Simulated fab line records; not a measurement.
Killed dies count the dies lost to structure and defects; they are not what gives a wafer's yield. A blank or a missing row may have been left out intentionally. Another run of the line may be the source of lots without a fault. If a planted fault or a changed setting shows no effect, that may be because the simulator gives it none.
A struck lot beside a sound one -- flow sky130 -- 31 out of 708 route steps
Sound: wafers L932.2, L932.3, L932.4. Wafers struck: L937.2, L937.3, L937.4. At the end, the cause is stated.
For every step that has rows: the tool of each side, followed by ch and its chambers, followed by its first start. Under that, the readings that differ: sound wafers -- struck wafers -- difference of the means -- sigmas: that difference in standard deviations of wafers without a fault.
alike: readings with means less than 2 such deviations apart, plus words and numbers identical on both sides. not compared: withheld readings, readings lacking a value on some wafer, bounds such as >300 that could conceal the same value, and numbers that have no deviation in the record and whose values overlap.
The two part at a step that has a row with sigmas, a row that says differs or no value, or rows on one side only. Non-overlapping numbers with no deviation appear without sigmas and do not part them. Lack of a reading on every wafer of one side parts them only where that side has two or more wafers.

first, 1 step without rows for these wafers: SKY_FIELD_ISO_ANNEAL_26 (time 1800 s).
SKY_FIELD_ISO_CMP_27: polishes, stops on Si3N4, t overpolish 16 s, target thk 457.8 nm.
  sound on cmp-02 ch 0,1,3, day 4 02:54; struck on cmp-02 ch 0,1,3, day 5 09:07
  alike: motor-current-A, overpolish-run-s, slurry-flow-ml-min, time-to-endpoint-s
then, 5 steps without rows for these wafers: SKY_FIELD_ISO_WET_ETCH_28 (etches SiO2 in dHF, target depth 23.7 nm, time 47 s); SKY_FIELD_ISO_WET_ETCH_29 (etches Si3N4 in H3PO4, target depth 160 nm, time 1825 s); SKY_FIELD_ISO_WET_ETCH_30 (etches SiO2 in dHF, target depth 25 nm, time 50 s); SKY_NWELL_CLEAN_00 (cleans in SC1/SC2, time 150 s); SKY_NWELL_OXIDATION_01 (stabilise 600 s, purge 300 s, target thk 10 nm).
SKY_NWELL_THK_MEAS_02:
  sound on film-metro-02 at day 4 05:16; struck on film-metro-04 at day 5 14:25
  alike: NWELL_OXIDATION_THK
then, 4 steps without rows for these wafers: SKY_DNWELL_DEHYDRATE_00 (time 60 s); SKY_DNWELL_HMDS_01 (prime time 60 s); SKY_DNWELL_COAT_02 (resist thk 3000 nm); SKY_DNWELL_SOFTBAKE_03.
SKY_DNWELL_EXPOSE_04: exposes mask DNM, target cd 3000 nm.
  sound on iline-stepper-01 ch 0, day 4 14:07; struck on iline-stepper-01 ch 0, day 5 22:44
reading,sound,struck,difference,sigmas
mask,DNM#0 DNM#0 DNM#0,PWDEM#0 PWDEM#0 PWDEM#0,differs,
then, 3 steps without rows for these wafers: SKY_DNWELL_PEB_05; SKY_DNWELL_DEVELOP_06 (develop time 60 s); SKY_DNWELL_IMPLANT_07.
SKY_DNWELL_STRIP_08: strips in O2/N2.
  sound on plasma-asher-02 ch 0,1, day 4 22:19; struck on plasma-asher-04 ch 0,1, day 6 08:14
  alike: chamber-pressure-mTorr, drypump-motor-current-A, oes-product-au, strip-time-to-endpoint-s
  not compared: rf-hours-counter-h
SKY_DNWELL_TW_MEAS_09:
  sound on film-metro-03 at day 4 22:26; struck on film-metro-03 at day 6 08:21
reading,sound,struck,difference,sigmas
DNWELL_TW,1118 1118 1121,30 30 30,-1089,-99 or more
then, 7 steps without rows for these wafers: SKY_PWDE_DEHYDRATE_00 (time 60 s); SKY_PWDE_HMDS_01 (prime time 60 s); SKY_PWDE_COAT_02 (resist thk 3000 nm); SKY_PWDE_SOFTBAKE_03; SKY_PWDE_EXPOSE_04 (exposes mask PWDEM, target cd 840 nm); SKY_PWDE_PEB_05; SKY_PWDE_DEVELOP_06 (develop time 60 s).
SKY_PWDE_OVL_MEAS_07:
  sound on overlay-01 at day 5 15:13; struck on overlay-02 at day 7 03:31
  alike: PWDE_OVL
then, 1 step without rows for these wafers: SKY_PWDE_IMPLANT_08.
SKY_PWDE_STRIP_09: strips in O2/N2.
  sound on plasma-asher-01 ch 0,1, day 5 15:24; struck on plasma-asher-01 ch 0,1, day 7 03:41
  alike: chamber-pressure-mTorr, drypump-motor-current-A, oes-product-au, strip-time-to-endpoint-s
  not compared: rf-hours-counter-h
SKY_PWDE_TW_MEAS_10:
  sound on film-metro-04 at day 5 15:31; struck on film-metro-04 at day 7 03:48
reading,sound,struck,difference,sigmas
PWDE_TW,375 375 374,1127 1133 1124,+753,+99 or more
then, 1 step without rows for these wafers: SKY_NWELL_DEHYDRATE_03 (time 60 s).
-- the record jumps here: 42 days lie between the struck wafers' starts before and after (it left off in module NWELL and takes up again in module PAD_OPEN, whose first step shown is number 708 of the route) --
SKY_PAD_OPEN_PROBE_99:
  sound on prober-02 at day 47 18:32; struck on prober-01 at day 49 06:53
reading,sound,struck,difference,sigmas
killed-at-front-end,14 15 16,425 426 423,+410,+98
killed-dies,86 86 90,492 492 492,+405,+43
killed-on-rim,20 15 16,96 96 96,+79,+20
  alike: killed_at_M0_to_M3, killed_at_M4_up, killed-at-contacts, killed-at-other, killed-open, killed-short

## WHERE THEY PART
Last at SKY_PAD_OPEN_PROBE_99 as far as this record goes, first at SKY_DNWELL_EXPOSE_04.

WHY: what had been put in by the simulator
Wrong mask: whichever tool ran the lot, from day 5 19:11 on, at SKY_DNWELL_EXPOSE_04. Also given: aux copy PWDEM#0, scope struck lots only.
